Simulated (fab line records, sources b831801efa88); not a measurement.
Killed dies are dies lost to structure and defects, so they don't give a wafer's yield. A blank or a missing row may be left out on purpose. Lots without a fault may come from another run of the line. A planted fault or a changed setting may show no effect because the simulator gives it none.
fab line records | flow sky130
record lots=24 wafers=72 last_day=50
route steps=708 shown METAL2@488 CAPM@551 METAL3@566 VIA3@574
lots that met no fault: from a run of the same line without faults
start_h: hours from the record's first day to the start of the lot's first wafer shown | wait_h: hours since the lot's step before | " the same as in the row above | L1.1+2: a row that stands for several wafers | - no value, or no start given | * or withheld: withheld | < > ~ a bound
route shown NAME@n: a module of which the file shows steps, and the number in the route of the first | usual: mean/standard deviation of fault-free wafers | same: alike in all rows | chamber/n: place in a boat | sites: the reading at each site | _std_site: their standard deviation | _edge_site: outer sites' mean less inner sites' | radius_mm: how far each site lies from the wafer's centre | mask NAME#n: copy n | behind: the tool/chamber that last shaped the wafer | hold: why the lot was held/for how many hours/how that ended | device: the transistor (n, p or np) that didn't switch | end of line: the same wafers' tests at the end of the route | a step without rows: its recipe alone | killed: dies lost to structure and defects at the first sort, not the wafer's yield | map: a wafer's dies, x killed, . not, _ none there
set.NAME: the setting as run; set.NAME@STEP: as run at that earlier step | model.NAME: the simulator's own value behind a step, which no gauge read
steps of the route over a sample of lots; a table a step, a row a wafer
services: from which hour (start_h, from the record's first day; less than 0 if before it) a tool's chamber was out of use, for how many hours, and why
## steps
# step SKY_METAL2_RS_MEAS_05
# recipe thk_meas_gauge=four-point-probe reads=TiN_of_METAL2_SPUTTER_04+Ti_of_METAL2_SPUTTER_03+AlCu_of_METAL2_SPUTTER_02+TiN_of_METAL2_SPUTTER_01+Ti_of_METAL2_SPUTTER_00
# usual METAL2_ALCU_RS=0.1273/0.0017
# columns lot.wafer tool chamber start_h wait_h METAL2_ALCU_RS[ohm/sq]
L074.1 film_metro-03 - 796.34 0.0 0.1278
L074.2 " - " " 0.1277
L074.6 " - " " 0.1281
L075.1 film_metro-02 - 804.22 0.0 0.1251
L075.2 " - " " 0.1257
L075.6 " - " " 0.1253
L077.3 film_metro-02 - 823.08 0.1 0.1286
L077.5 " - " " 0.1299
L077.6 " - " " 0.1315
L076.4 film_metro-03 - 828.70 0.1 0.1296
L076.5 " - " " 0.1284
L076.6 " - " " 0.1285
L078.1 film_metro-04 - 834.89 0.0 0.1257
L078.4 " - " " 0.1274
L078.6 " - " " 0.1263
L079.1 film_metro-02 - 836.39 0.0 0.1275
L079.4 " - " " 0.1261
L079.6 " - " " 0.1255
L080.1 film_metro-04 - 846.45 0.0 0.1269
L080.2 " - " " 0.1269
L080.5 " - " " 0.1271
L081.2 film_metro-04 - 856.48 0.0 0.1268
L081.4 " - " " 0.1278
L081.6 " - " " 0.1257
L082.1 film_metro-03 - 867.24 0.0 0.1301
L082.2 " - " " 0.1317
L082.5 " - " " 0.1273
L083.3 film_metro-03 - 875.14 0.1 0.1259
L083.4 " - " " 0.1265
L083.6 " - " " 0.1277
L084.4 film_metro-04 - 881.97 0.1 0.1254
L084.5 " - " " 0.1307
L084.6 " - " " 0.1287
L085.2 film_metro-04 - 894.63 0.0 0.1269
L085.4 " - " " 0.1265
L085.6 " - " " 0.1267
L086.2 film_metro-04 - 898.19 0.0 0.1267
L086.3 " - " " 0.1265
L086.6 " - " " 0.1270
L087.1 film_metro-04 - 904.00 0.0 0.1245
L087.4 " - " " 0.1255
L087.6 " - " " 0.1262
L088.3 film_metro-03 - 916.66 0.1 0.1280
L088.5 " - " " 0.1298
L088.6 " - " " 0.1295
L089.3 film_metro-04 - 918.51 0.1 0.1259
L089.4 " - " " 0.1263
L089.6 " - " " 0.1273
L090.2 film_metro-02 - 928.50 0.0 0.1276
L090.4 " - " " 0.1258
L090.5 " - " " 0.1277
L091.2 film_metro-03 - 933.33 0.0 0.1252
L091.3 " - " " 0.1263
L091.5 " - " " 0.1246
L092.1 film_metro-04 - 943.25 0.0 0.1260
L092.2 " - " " 0.1276
L092.6 " - " " 0.1266
L093.3 film_metro-04 - 944.40 0.1 0.1261
L093.4 " - " " 0.1257
L093.6 " - " " 0.1250
L094.1 film_metro-02 - 948.68 0.0 0.1249
L094.3 " - " " 0.1269
L094.6 " - " " 0.1254
L095.2 film_metro-04 - 954.67 0.0 0.1307
L095.3 " - " " 0.1306
L095.4 " - " " 0.1288
L096.1 film_metro-04 - 959.65 0.0 0.1284
L096.2 " - " " 0.1297
L096.3 " - " " 0.1271
L097.3 film_metro-03 - 974.85 0.1 0.1285
L097.4 " - " " 0.1295
L097.5 " - " " 0.1298
# step SKY_CAPM_STRIP_14
# recipe chemistry=O2/N2 power_w=1400 pressure_mtorr=1500 platen_temp_c=withheld o2_flow_sccm=3000 n2_flow_sccm=300 overash_fraction=0.5
# usual chamber_pressure_mTorr=1500.0/1.3 drypump_motor_current_A=5.6/0.51 n2_flow_sccm=299.9/0.89 oes_product_au=0.710/0.0041 strip_time_to_endpoint_s=12.66/0.05
# columns lot.wafer tool chamber start_h wait_h chamber_pressure_mTorr drypump_motor_current_A n2_flow_sccm oes_product_au rf_hours_counter_h strip_time_to_endpoint_s
L074.1 plasma_asher-03 0 875.21 0.1 1499.8 6.2 299.9 0.713 78 12.65
L074.2 " 1 " " 1500.8 6.2 300.3 0.712 78 12.66
L074.6 " 1 " " 1500.8 6.2 299.1 0.706 - 12.65
L075.1 plasma_asher-04 1 883.30 0.1 1500.1 4.9 299.3 0.709 44 12.61
L075.2 " 0 " " 1501.0 5.6 299.6 0.722 44 12.69
L075.6 " 0 " " 1502.7 5.6 299.2 0.712 - 12.70
L077.3 plasma_asher-03 1 902.83 0.1 1499.8 6.2 298.5 0.715 - 12.57
L077.5 " 0 " " 1498.4 6.2 300.9 0.716 - 12.58
L077.6 " 1 " " 1501.0 6.2 299.8 0.707 - 12.60
L076.4 plasma_asher-04 1 909.09 0.1 1500.8 4.9 299.6 0.711 - 12.59
L076.5 " 0 " " 1502.2 5.6 300.9 0.711 - 12.62
L076.6 " 1 " " 1501.5 4.9 300.6 0.712 - 12.59
L078.1 plasma_asher-04 1 915.05 0.1 1501.8 4.9 299.6 0.707 48 12.59
L078.4 " 0 " " 1501.3 5.6 302.4 0.711 - 12.74
L078.6 " 1 " " 1500.3 4.9 300.9 0.713 - 12.66
L079.1 plasma_asher-04 0 917.18 0.1 1499.0 5.6 301.2 0.705 48 12.61
L079.4 " 1 " " 1502.8 4.9 300.7 0.716 - 12.63
L079.6 " 0 " " 1498.3 5.6 301.3 0.711 - 12.67
L080.1 plasma_asher-04 0 925.60 0.1 1500.5 5.6 299.8 0.705 49 12.68
L080.2 " 1 " " 1500.9 4.9 299.1 0.708 49 12.66
L080.5 " 1 " " 1498.7 4.9 299.8 0.711 - 12.65
L081.2 plasma_asher-04 1 933.45 0.1 1502.2 4.9 299.9 0.709 50 12.68
L081.4 " 0 " " 1500.2 5.6 300.8 0.704 - 12.74
L081.6 " 1 " " 1500.5 4.9 300.5 0.709 - 12.75
L082.1 plasma_asher-04 1 945.15 0.1 1497.2 4.9 299.8 0.707 52 12.71
L082.2 " 0 " " 1501.0 5.6 301.6 0.710 52 12.64
L082.5 " 1 " " 1499.8 4.9 300.2 0.721 - 12.70
L083.3 plasma_asher-03 1 956.13 0.1 1498.7 6.2 298.7 0.708 - 12.64
L083.4 " 0 " " 1499.5 6.2 298.9 0.706 - 12.58
L083.6 " 1 " " 1497.9 6.2 297.7 0.710 - 12.67
L084.4 plasma_asher-03 1 959.79 0.1 1502.0 6.2 299.8 0.708 - 12.62
L084.5 " 1 " " 1499.9 6.2 300.4 0.703 - 12.71
L084.6 " 0 " " 1500.2 6.2 299.3 0.704 - 12.60
L085.2 plasma_asher-04 0 972.80 0.1 1502.1 5.6 299.7 0.707 55 12.56
L085.4 " 1 " " 1501.3 4.9 300.6 0.708 - 12.63
L085.6 " 1 " " 1501.5 4.9 299.5 0.707 - 12.54
L086.2 plasma_asher-01 0 974.93 0.1 1499.8 5.7 299.3 0.711 109 12.68
L086.3 " 1 " " 1499.9 5.3 301.3 0.702 - 12.69
L086.6 " 1 " " 1498.4 5.3 301.0 0.714 - 12.69
L087.1 plasma_asher-03 0 979.56 0.1 1500.3 6.2 298.6 0.707 91 12.72
L087.4 " 1 " " 1500.6 6.2 300.1 0.712 - 12.75
L087.6 " 0 " " 1500.7 6.2 299.6 0.717 - 12.72
L088.3 plasma_asher-03 1 993.34 0.1 1500.2 6.2 300.0 0.707 - 12.68
L088.5 " 1 " " 1499.5 6.2 301.5 0.714 - 12.73
L088.6 " 0 " " 1500.1 6.2 299.5 0.709 - 12.70
L089.3 plasma_asher-04 1 996.09 0.1 1498.9 4.9 302.1 0.704 - 12.70
L089.4 " 0 " " 1499.0 5.6 298.6 0.719 - 12.65
L089.6 " 0 " " 1499.3 5.6 299.1 0.717 - 12.66
L090.2 plasma_asher-04 1 1004.05 0.1 1501.6 4.9 299.6 0.717 58 12.61
L090.4 " 0 " " 1500.2 5.6 300.0 0.714 - 12.67
L090.5 " 0 " " 1497.0 5.6 299.4 0.713 - 12.71
L091.2 plasma_asher-01 0 1008.65 0.1 1497.9 5.7 299.6 0.715 112 12.60
L091.3 " 0 " " 1500.8 5.7 299.8 0.710 - 12.66
L091.5 " 0 " " 1500.3 5.7 298.8 0.699 - 12.62
L092.1 plasma_asher-01 1 1016.47 0.1 1499.5 5.3 299.1 0.709 113 12.63
L092.2 " 0 " " 1498.2 5.7 300.5 0.709 113 12.64
L092.6 " 1 " " 1498.3 5.3 299.0 0.705 - 12.64
L093.3 plasma_asher-04 1 1019.42 0.1 1499.3 4.9 300.2 0.712 - 12.67
L093.4 " 0 " " 1500.2 5.6 302.0 0.709 - 12.70
L093.6 " 1 " " 1497.9 4.9 300.0 0.711 - 12.69
L094.1 plasma_asher-03 1 1022.41 0.1 1498.3 6.3 299.0 0.711 95 12.66
L094.3 " 1 " " 1500.4 6.2 298.5 0.710 - 12.65
L094.6 " 1 " " 1501.2 6.3 298.9 0.709 - 12.72
L095.2 plasma_asher-01 1 1029.50 0.1 1497.3 5.3 300.2 0.710 114 12.73
L095.3 " 0 " " 1497.9 5.7 299.2 0.712 - 12.68
L095.4 " 1 " " 1499.7 5.3 300.1 0.705 - 12.75
L096.1 plasma_asher-03 0 1031.47 0.1 1498.5 6.2 299.4 0.710 96 12.56
L096.2 " 1 " " 1499.1 6.2 300.0 0.713 96 12.60
L096.3 " 1 " " 1501.2 6.2 300.0 0.707 - 12.67
L097.3 plasma_asher-01 1 1047.68 0.1 1501.3 5.3 299.2 0.709 - 12.70
L097.4 " 0 " " 1500.5 5.7 299.6 0.710 - 12.69
L097.5 " 1 " " 1498.4 5.3 300.6 0.707 - 12.69
# step SKY_METAL3_ETCH_16
# recipe chemistry=N2/H2 target=BARC ion_energy_ev=200 bias_w=100 pressure_mtorr=30 n2_flow_sccm=100 h2_flow_sccm=200 icp_w=500 stop_on=SiO2 time_s=88.2 target_depth_a=600
# usual chamber_pressure_mTorr=29.999/0.028 drypump_motor_current_A=6.0/0.34 n2_flow_sccm=100.0/0.32 oes_product_au=0.626/0.0043 throttle_valve_pct=13.204/0.0097
# columns lot.wafer tool chamber start_h wait_h chamber_pressure_mTorr drypump_motor_current_A n2_flow_sccm oes_product_au rf_hours_counter_h throttle_valve_pct
L074.1 rie_metal-02 0 901.22 0.0 30.012 6.0 99.6 0.634 9 13.195
L074.2 " 1 " " 30.023 6.3 99.6 0.626 4 13.211
L074.6 " 0 " " 30.056 6.0 100.2 0.623 - 13.205
L075.1 rie_metal-03 1 908.20 0.0 30.025 6.0 99.6 0.632 7 13.199
L075.2 " 0 " " 30.008 5.6 100.1 0.613 12 13.205
L075.6 " 1 " " 29.962 6.0 99.9 0.629 - 13.205
L077.3 rie_metal-02 0 928.27 0.0 29.950 6.0 100.1 0.624 - 13.208
L077.5 " 0 " " 29.968 6.0 99.8 0.621 - 13.202
L077.6 " 1 " " 30.004 6.4 100.3 0.636 - 13.205
L076.4 rie_metal-02 0 934.70 0.0 29.962 6.0 99.8 0.633 - 13.225
L076.5 " 0 " " 29.997 6.0 100.1 0.628 - 13.197
L076.6 " 1 " " 30.007 6.3 99.9 0.631 - 13.214
L078.1 rie_metal-03 0 940.62 0.0 30.018 5.6 100.3 0.631 13 13.201
L078.4 " 1 " " 29.957 6.0 100.3 0.625 - 13.202
L078.6 " 1 " " 29.954 6.0 100.4 0.625 - 13.218
L079.1 rie_metal-02 1 943.42 0.0 29.984 6.4 100.5 0.623 5 13.209
L079.4 " 0 " " 29.947 6.0 99.6 0.624 - 13.189
L079.6 " 0 " " 29.986 6.0 99.6 0.632 - 13.217
L080.1 rie_metal-02 1 950.09 0.0 29.950 6.3 99.6 0.628 5 13.209
L080.2 " 0 " " 29.950 6.0 99.9 0.627 11 13.198
L080.5 " 1 " " 29.988 6.3 100.3 0.629 - 13.198
L081.2 rie_metal-02 0 959.22 0.0 29.970 6.0 100.3 0.633 11 13.210
L081.4 " 0 " " 29.994 6.0 99.8 0.623 - 13.195
L081.6 " 1 " " 29.967 6.4 100.6 0.626 - 13.197
L082.1 rie_metal-02 1 970.22 0.0 30.074 6.3 100.2 0.623 6 13.200
L082.2 " 0 " " 29.949 6.0 99.8 0.622 12 13.214
L082.5 " 1 " " 29.983 6.3 100.5 0.623 - 13.207
L083.3 rie_metal-02 1 980.41 0.0 29.997 6.3 100.3 0.620 - 13.220
L083.4 " 0 " " 29.974 6.0 99.9 0.625 - 13.193
L083.6 " 0 " " 29.979 6.0 100.1 0.629 - 13.201
L084.4 rie_metal-04 1 984.41 0.0 29.989 5.4 99.6 0.625 - 13.207
L084.5 " 1 " " 30.010 5.4 100.0 0.632 - 13.192
L084.6 " 0 " " 30.010 6.3 100.0 0.623 - 13.196
L085.2 rie_metal-04 0 997.67 0.0 29.975 6.3 100.0 0.624 2 13.218
L085.4 " 1 " " 30.016 5.4 100.1 0.626 - 13.187
L085.6 " 1 " " 29.956 5.4 99.7 0.617 - 13.203
L086.2 rie_metal-04 1 999.37 0.0 29.991 5.4 99.9 0.625 5 13.223
L086.3 " 1 " " 30.010 5.4 99.9 0.627 - 13.205
L086.6 " 0 " " 30.001 6.3 100.1 0.618 - 13.201
L087.1 rie_metal-04 1 1003.83 0.0 29.971 5.4 100.0 0.630 6 13.213
L087.4 " 1 " " 30.063 5.4 100.1 0.625 - 13.199
L087.6 " 1 " " 30.000 5.4 99.9 0.627 - 13.200
L088.3 rie_metal-04 0 1016.20 0.0 30.043 6.3 100.0 0.626 - 13.194
L088.5 " 0 " " 30.002 6.4 99.9 0.630 - 13.205
L088.6 " 1 " " 29.984 5.4 99.7 0.626 - 13.219
L089.3 rie_metal-02 0 1020.10 0.0 29.990 6.0 100.1 0.621 - 13.191
L089.4 " 1 " " 29.983 6.3 100.3 0.629 - 13.225
L089.6 " 1 " " 30.027 6.3 100.2 0.630 - 13.204
L090.2 rie_metal-03 0 1026.82 0.0 30.032 5.6 100.0 0.630 18 13.203
L090.4 " 1 " " 29.968 6.0 100.3 0.621 - 13.208
L090.5 " 0 " " 29.994 5.6 100.4 0.629 - 13.211
L091.2 rie_metal-02 1 1031.82 0.0 30.005 6.3 99.9 0.624 10 13.208
L091.3 " 0 " " 30.023 6.0 99.8 0.620 - 13.214
L091.5 " 1 " " 29.998 6.4 100.7 0.621 - 13.189
L092.1 rie_metal-02 0 1039.82 0.0 30.003 6.0 100.4 0.618 16 13.196
L092.2 " 1 " " 29.987 6.3 99.8 0.623 10 13.211
L092.6 " 1 " " 30.027 6.4 100.2 0.631 - 13.209
L093.3 rie_metal-04 0 1042.42 0.0 30.022 6.3 99.9 0.626 - 13.190
L093.4 " 1 " " 29.956 5.4 100.1 0.619 - 13.228
L093.6 " 1 " " 30.033 5.4 99.8 0.632 - 13.202
L094.1 rie_metal-04 1 1045.39 0.0 29.998 5.4 100.2 0.632 8 13.208
L094.3 " 1 " " 30.007 5.4 100.5 0.630 - 13.204
L094.6 " 1 " " 29.991 5.3 99.7 0.621 - 13.220
L095.2 rie_metal-02 1 1052.04 0.0 29.973 6.3 100.2 0.626 11 13.205
L095.3 " 1 " " 30.039 6.4 100.8 0.629 - 13.191
L095.4 " 0 " " 30.012 6.0 100.3 0.626 - 13.197
L096.1 rie_metal-03 0 1053.72 0.0 30.010 5.6 99.9 0.628 20 13.193
L096.2 " 1 " " 29.992 6.0 99.8 0.623 17 13.199
L096.3 " 1 " " 30.015 6.0 99.9 0.634 - 13.206
L097.3 rie_metal-03 0 1070.47 0.0 29.988 5.6 100.2 0.628 - 13.198
L097.4 " 1 " " 30.020 6.0 99.9 0.626 - 13.216
L097.5 " 0 " " 30.078 5.6 100.0 0.628 - 13.185
# step SKY_VIA3_THK_MEAS_01
# recipe reads=SiO2_of_VIA3_HDPCVD_00
# usual VIA3_HDPCVD_THK=1635/23
# columns lot.wafer tool chamber start_h wait_h VIA3_HDPCVD_THK[nm]
L074.1 film_metro-02 - 902.47 0.1 1629
L074.2 " - " " 1633
L074.6 " - " " 1627
L075.1 film_metro-04 - 909.30 0.1 1638
L075.2 " - " " 1577
L075.6 " - " " 1595
L077.3 film_metro-02 - 929.49 0.1 1626
L077.5 " - " " 1625
L077.6 " - " " 1619
L076.4 film_metro-01 - 935.94 0.0 1634
L076.5 " - " " 1638
L076.6 " - " " 1603
L078.1 film_metro-02 - 941.88 0.1 1644
L078.4 " - " " 1626
L078.6 " - " " 1677
L079.1 film_metro-04 - 944.74 0.2 1641
L079.4 " - " " 1617
L079.6 " - " " 1639
L080.1 film_metro-02 - 951.26 0.2 1649
L080.2 " - " " 1651
L080.5 " - " " 1642
L081.2 film_metro-01 - 960.29 0.1 1585
L081.4 " - " " 1587
L081.6 " - " " 1632
L082.1 film_metro-01 - 971.27 0.1 1656
L082.2 " - " " 1675
L082.5 " - " " 1674
L083.3 film_metro-02 - 981.45 0.1 1674
L083.4 " - " " 1635
L083.6 " - " " 1663
L084.4 film_metro-04 - 985.55 0.0 1650
L084.5 " - " " 1624
L084.6 " - " " 1671
L085.2 film_metro-04 - 998.75 0.1 1622
L085.4 " - " " 1654
L085.6 " - " " 1660
L086.2 film_metro-02 - 1000.48 0.1 1653
L086.3 " - " " 1621
L086.6 " - " " 1647
L087.1 film_metro-04 - 1005.02 0.1 1677
L087.4 " - " " 1659
L087.6 " - " " 1659
L088.3 film_metro-04 - 1017.25 0.1 1648
L088.5 " - " " 1609
L088.6 " - " " 1644
L089.3 film_metro-04 - 1021.19 0.1 1649
L089.4 " - " " 1610
L089.6 " - " " 1662
L090.2 film_metro-01 - 1027.92 0.1 1620
L090.4 " - " " 1660
L090.5 " - " " 1632
L091.2 film_metro-02 - 1032.89 0.1 1663
L091.3 " - " " 1648
L091.5 " - " " 1660
L092.1 film_metro-01 - 1040.89 0.1 1613
L092.2 " - " " 1604
L092.6 " - " " 1623
L093.3 film_metro-04 - 1043.51 0.1 1668
L093.4 " - " " 1648
L093.6 " - " " 1641
L094.1 film_metro-01 - 1046.49 0.1 1645
L094.3 " - " " 1660
L094.6 " - " " 1638
L095.2 film_metro-01 - 1053.19 0.1 1629
L095.3 " - " " 1624
L095.4 " - " " 1619
L096.1 film_metro-02 - 1054.81 0.1 1640
L096.2 " - " " 1610
L096.3 " - " " 1626
L097.3 film_metro-04 - 1071.51 0.1 1615
L097.4 " - " " 1633
L097.5 " - " " 1593
# step SKY_VIA3_CD_MEAS_12
# recipe target_cd_nm=200
# usual cd_nm=199.9/1.2
# columns lot.wafer tool chamber start_h wait_h cd_nm
L074.1 cd_sem-01 - 927.40 - 197.9
L074.2 " - " " 198.2
L074.6 " - " " 199.5
L075.1 cd_sem-02 - 934.13 - 200.1
L075.2 " - " " 201.2
L075.6 " - " " 201.6
L077.3 cd_sem-01 - 954.12 - 200.6
L077.5 " - " " 199.2
L077.6 " - " " 200.2
L076.4 cd_sem-02 - 960.39 - 198.8
L076.5 " - " " 200.2
L076.6 " - " " 199.5
L078.1 cd_sem-02 - 965.49 - 198.0
L078.4 " - " " 196.9
L078.6 " - " " 198.1
L079.1 cd_sem-02 - 969.33 - 200.9
L079.4 " - " " 201.3
L079.6 " - " " 200.0
L080.1 cd_sem-02 - 975.68 - 200.1
L080.2 " - " " 200.8
L080.5 " - " " 201.1
L081.2 cd_sem-01 - 985.16 - 199.6
L081.4 " - " " 201.4
L081.6 " - " " 201.0
L082.1 cd_sem-01 - 995.23 - 199.7
L082.2 " - " " 199.8
L082.5 " - " " 200.8
L083.3 cd_sem-01 - 1004.88 - 198.5
L083.4 " - " " 200.0
L083.6 " - " " 196.5
L084.4 cd_sem-02 - 1012.34 - 201.0
L084.5 " - " " 201.2
L084.6 " - " " 200.0
L085.2 cd_sem-01 - 1022.17 - 200.3
L085.4 " - " " 199.4
L085.6 " - " " 200.8
L086.2 cd_sem-01 - 1023.95 - 201.8
L086.3 " - " " 201.0
L086.6 " - " " 200.9
L087.1 cd_sem-01 - 1028.69 - 200.3
L087.4 " - " " 199.4
L087.6 " - " " 199.7
L088.3 cd_sem-01 - 1040.29 - 197.4
L088.5 " - " " 199.3
L088.6 " - " " 199.2
L089.3 cd_sem-02 - 1044.89 - 198.3
L089.4 " - " " 198.9
L089.6 " - " " 199.9
L090.2 cd_sem-02 - 1050.31 - 200.7
L090.4 " - " " 199.6
L090.5 " - " " 199.3
L091.2 cd_sem-02 - 1055.20 - 200.7
L091.3 " - " " 200.9
L091.5 " - " " 201.0
L092.1 cd_sem-02 - 1063.34 - 199.0
L092.2 " - " " 198.9
L092.6 " - " " 200.5
L093.3 cd_sem-01 - 1065.88 - 200.9
L093.4 " - " " 198.6
L093.6 " - " " 200.5
L094.1 cd_sem-02 - 1068.63 - 200.1
L094.3 " - " " 200.0
L094.6 " - " " 199.7
L095.2 cd_sem-01 - 1075.77 - 200.4
L095.3 " - " " 199.9
L095.4 " - " " 200.0
L096.1 cd_sem-02 - 1077.33 - 198.3
L096.2 " - " " 199.8
L096.3 " - " " 198.6
L097.3 cd_sem-01 - 1093.04 - 201.0
L097.4 " - " " 201.0
L097.5 " - " " 198.6
# step SKY_VIA3_RS_MEAS_22
# recipe thk_meas_gauge=four-point-probe reads=W_of_VIA3_CVD_21+TiN_of_VIA3_SPUTTER_20
# usual VIA3_W_RS=0.294/0.0039
# columns lot.wafer tool chamber start_h wait_h VIA3_W_RS[ohm/sq]
L074.1 film_metro-04 - 928.43 0.1 0.295
L074.2 " - " " 0.287
L074.6 " - " " 0.301
L075.1 film_metro-04 - 935.18 0.1 0.292
L075.2 " - " " 0.289
L075.6 " - " " 0.296
L077.3 film_metro-04 - 955.17 0.1 0.297
L077.5 " - " " 0.290
L077.6 " - " " 0.295
L076.4 film_metro-01 - 961.43 0.1 0.289
L076.5 " - " " 0.289
L076.6 " - " " 0.297
L078.1 film_metro-04 - 966.54 0.1 0.293
L078.4 " - " " 0.301
L078.6 " - " " 0.300
L079.1 film_metro-04 - 970.37 0.1 0.297
L079.4 " - " " 0.299
L079.6 " - " " 0.304
L080.1 film_metro-02 - 976.76 0.1 0.296
L080.2 " - " " 0.298
L080.5 " - " " 0.301
L081.2 film_metro-02 - 986.20 0.1 0.290
L081.4 " - " " 0.295
L081.6 " - " " 0.294
L082.1 film_metro-02 - 996.27 0.1 0.292
L082.2 " - " " 0.287
L082.5 " - " " 0.290
L083.3 film_metro-02 - 1005.95 0.1 0.287
L083.4 " - " " 0.292
L083.6 " - " " 0.291
L084.4 film_metro-04 - 1013.38 0.1 0.295
L084.5 " - " " 0.298
L084.6 " - " " 0.293
L085.2 film_metro-04 - 1023.20 0.1 0.296
L085.4 " - " " 0.296
L085.6 " - " " 0.292
L086.2 film_metro-02 - 1025.02 0.1 0.300
L086.3 " - " " 0.293
L086.6 " - " " 0.298
L087.1 film_metro-01 - 1029.73 0.1 0.297
L087.4 " - " " 0.290
L087.6 " - " " 0.293
L088.3 film_metro-02 - 1041.39 0.1 0.298
L088.5 " - " " 0.295
L088.6 " - " " 0.289
L089.3 film_metro-04 - 1046.55 0.1 0.296
L089.4 " - " " 0.289
L089.6 " - " " 0.292
L090.2 film_metro-04 - 1051.40 0.1 0.298
L090.4 " - " " 0.298
L090.5 " - " " 0.294
L091.2 film_metro-04 - 1056.27 0.1 0.293
L091.3 " - " " 0.297
L091.5 " - " " 0.299
L092.1 film_metro-02 - 1064.39 0.1 0.294
L092.2 " - " " 0.298
L092.6 " - " " 0.292
L093.3 film_metro-04 - 1066.94 0.1 0.292
L093.4 " - " " 0.291
L093.6 " - " " 0.289
L094.1 film_metro-04 - 1069.70 0.1 0.294
L094.3 " - " " 0.294
L094.6 " - " " 0.298
L095.2 film_metro-04 - 1076.83 0.1 0.291
L095.3 " - " " 0.296
L095.4 " - " " 0.293
L096.1 film_metro-04 - 1078.37 0.1 0.289
L096.2 " - " " 0.291
L096.3 " - " " 0.294
L097.3 film_metro-02 - 1094.07 0.1 0.294
L097.4 " - " " 0.287
L097.5 " - " " 0.289
## services
# columns tool chamber start_h hours kind
plasma_asher-04 - 854.42 21.9 repair
rie_metal-02 - 855.97 0.8 repair
rie_metal-04 1 881.01 - clean
rie_metal-04 1 881.01 26.3 scheduled_down
rie_metal-04 1 881.01 26.3 vent_cycle
rie_metal-02 - 881.20 0.7 repair
plasma_asher-03 - 884.50 0.3 repair
rie_metal-02 - 919.90 2.8 pm
rie_metal-03 0 920.99 17.3 repair
plasma_asher-01 - 926.75 15.6 pm
plasma_asher-03 - 930.92 2.9 repair
rie_metal-04 0 932.01 - clean
rie_metal-04 0 932.01 16.0 scheduled_down
rie_metal-04 0 932.01 16.0 vent_cycle
plasma_asher-04 - 949.79 2.9 repair
rie_metal-04 - 969.54 1.4 pm
rie_metal-04 0 972.82 4.8 repair
plasma_asher-01 - 1055.25 9.0 pm
plasma_asher-01 0 1055.25 9.0 vent_cycle
plasma_asher-01 1 1055.25 9.0 vent_cycle
plasma_asher-01 0 1064.25 - clean
plasma_asher-01 1 1064.25 - clean
## key
fault none
